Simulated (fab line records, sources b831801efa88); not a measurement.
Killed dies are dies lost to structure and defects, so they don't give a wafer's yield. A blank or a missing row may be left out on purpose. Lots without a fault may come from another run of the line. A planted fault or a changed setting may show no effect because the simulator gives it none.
Split-lot experiment | flow sfq_line | 5 lots, 23 wafers read, on a route of 325 steps

THE SPLIT
At SFQ_TRILAYER_M4_DEP_SPUTTER_091 (material Nb, target thk 200 nm, time 133.3 s), the setting time_s was moved away from the recipe's 133.3 s on 10 of the 23 wafers read, by -13.4% to +12.7%. The other wafers ran this setting at the recipe's value.

FROM THE SPLIT TO THE READING: what the file shows between them, 5 steps
- SFQ_M4_RS_MEAS_924: measures by four-point-probe
- SFQ_TRILAYER_M4_LITHO_COAT_093: resist thk 600 nm (also split here: spin_rpm)
- SFQ_TRILAYER_M4_LITHO_SOFTBAKE_097
- SFQ_TRILAYER_M4_LITHO_EXPOSE_094: exposes mask M4, target cd 500 nm
- SFQ_TRILAYER_M4_BARC_OPEN_METAL_ETCH_123: etches BARC in O2, target depth 125 nm, time 41.7 s

THE READING
oes_product_au, in a.u., at SFQ_TRILAYER_M4_ETCH_METAL_ETCH_096 (etches Nb in Cl2/Ar, stops on SiO2, target depth 240 nm, time 120 s). Fault-free wafers of this fab line usually give 0.891 a.u., standard deviation 0.006 a.u..

wafer  | tool, chamber at the split | time_s as run, s | against the recipe | oes_product_au, a.u. | against lot-mates on the recipe
L078.2 | pvd_sputter-05, -          | 133.3            | recipe             | 0.886                | -
L078.3 | pvd_sputter-05, -          | 148              | +11.0%             | 0.949                | +0.060
L078.4 | pvd_sputter-05, -          | 133.3            | recipe             | 0.891                | -
L078.5 | pvd_sputter-05, -          | 148              | +11.0%             | 0.949                | +0.060
L078.6 | pvd_sputter-05, -          | 133.3            | recipe             | 0.891                | -
L079.1 | pvd_sputter-04, -          | 133.3            | recipe             | 0.898                | -
L079.2 | pvd_sputter-04, -          | 133.3            | recipe             | 0.887                | -
L079.3 | pvd_sputter-04, -          | 133.3            | recipe             | 0.902                | -
L081.1 | pvd_sputter-04, -          | 150.2            | +12.7%             | 0.952                | +0.065
L081.2 | pvd_sputter-04, -          | 133.3            | recipe             | 0.888                | -
L081.4 | pvd_sputter-04, -          | 150.2            | +12.7%             | 0.953                | +0.066
L081.5 | pvd_sputter-04, -          | 150.2            | +12.7%             | 0.953                | +0.066
L081.6 | pvd_sputter-04, -          | 133.3            | recipe             | 0.885                | -
L083.1 | pvd_sputter-06, -          | 150.1            | +12.6%             | 0.953                | +0.058
L083.3 | pvd_sputter-06, -          | 133.3            | recipe             | 0.895                | -
L083.4 | pvd_sputter-06, -          | 133.3            | recipe             | 0.897                | -
L083.5 | pvd_sputter-06, -          | 150.1            | +12.6%             | 0.947                | +0.052
L083.6 | pvd_sputter-06, -          | 133.3            | recipe             | 0.892                | -
L084.1 | pvd_sputter-06, -          | 115.5            | -13.4%             | 0.827                | -0.071
L084.2 | pvd_sputter-06, -          | 115.5            | -13.4%             | 0.833                | -0.065
L084.3 | pvd_sputter-06, -          | 133.3            | recipe             | 0.898                | -
L084.5 | pvd_sputter-06, -          | 133.3            | recipe             | 0.897                | -
L084.6 | pvd_sputter-06, -          | 115.5            | -13.4%             | 0.832                | -0.066

THE FIT
A straight line over all 23 wafers: oes_product_au changes by +0.00471 a.u. for each +1% of time_s; r = +0.99; the points scatter about the line by 0.0045 a.u..
The same after taking each lot's own level away (the mean of its wafers on the recipe; 23 wafers): +0.00501 a.u. for each +1%; r = +0.99; scatter 0.0042 a.u..
On that fit, the largest move of time_s shifts the reading by 0.067 a.u..
The lots' own levels span 0.8865 to 0.8975 a.u., that is 1.8 times the standard deviation above.
So the lot-to-lot level changes the slope little: the two slopes agree.
Check: with one of the wafers moved furthest among these (-13.4%) left out of the fit, the line predicts -0.0659 a.u. for it against its lot-mates. It came out at -0.0705 a.u. against them.

OTHER SPLITS ON THESE WAFERS
These wafers also went through other splits before the reading. Each is held against what the fit with the lots' levels taken away leaves over:
other split on the same wafers                 | wafers away from the commonest value | r with oes_product_au (lot level and that fit taken away)
SFQ_TRILAYER_I1_VIA_ETCH_VIA_ETCH_052 bias_w   | 9                                    | +0.30
SFQ_TRILAYER_M2_LITHO_EXPOSE_058 dose_mj       | 7                                    | -0.22
SFQ_TRILAYER_M2_ETCH_METAL_ETCH_060 time_s     | 8                                    | -0.04
SFQ_TRILAYER_M3_DEP_SPUTTER_073 power_w        | 8                                    | -0.14
SFQ_TRILAYER_M3_LITHO_PEB_078 peb_temp_c       | 7                                    | +0.19
SFQ_TRILAYER_M3_BARC_OPEN_METAL_ETCH_100 icp_w | 5                                    | +0.28
SFQ_TRILAYER_M4_LITHO_COAT_093 spin_rpm        | 8                                    | -0.08

THE WHOLE CHAIN: every reading that the file lists as answering this split, in the file's order
step                                | what it does                                                        | reading                                                                                   | change (the file's fit)                 | r (the file's)
SFQ_TRILAYER_M4_DEP_SPUTTER_091     | material Nb, target thk 200 nm, time 133.3 s                        | Nb_of_TRILAYER_M4_DEP_SPUTTER_091.thk_nm (the simulator's own value, which no gauge read) | +2.02 nm for each +1% of the setting    | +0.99
SFQ_M4_RS_MEAS_924                  | measures by four-point-probe                                        | M4_NB_RS                                                                                  | -0.00885 for each +1% of the setting    | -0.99
SFQ_TRILAYER_M4_ETCH_METAL_ETCH_096 | etches Nb in Cl2/Ar, stops on SiO2, target depth 240 nm, time 120 s | oes_product_au                                                                            | +0.005 a.u. for each +1% of the setting | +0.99

THE FILE'S OWN FIT
oes_product_au changes by +0.005 a.u. for each +1% of time_s, r = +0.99.
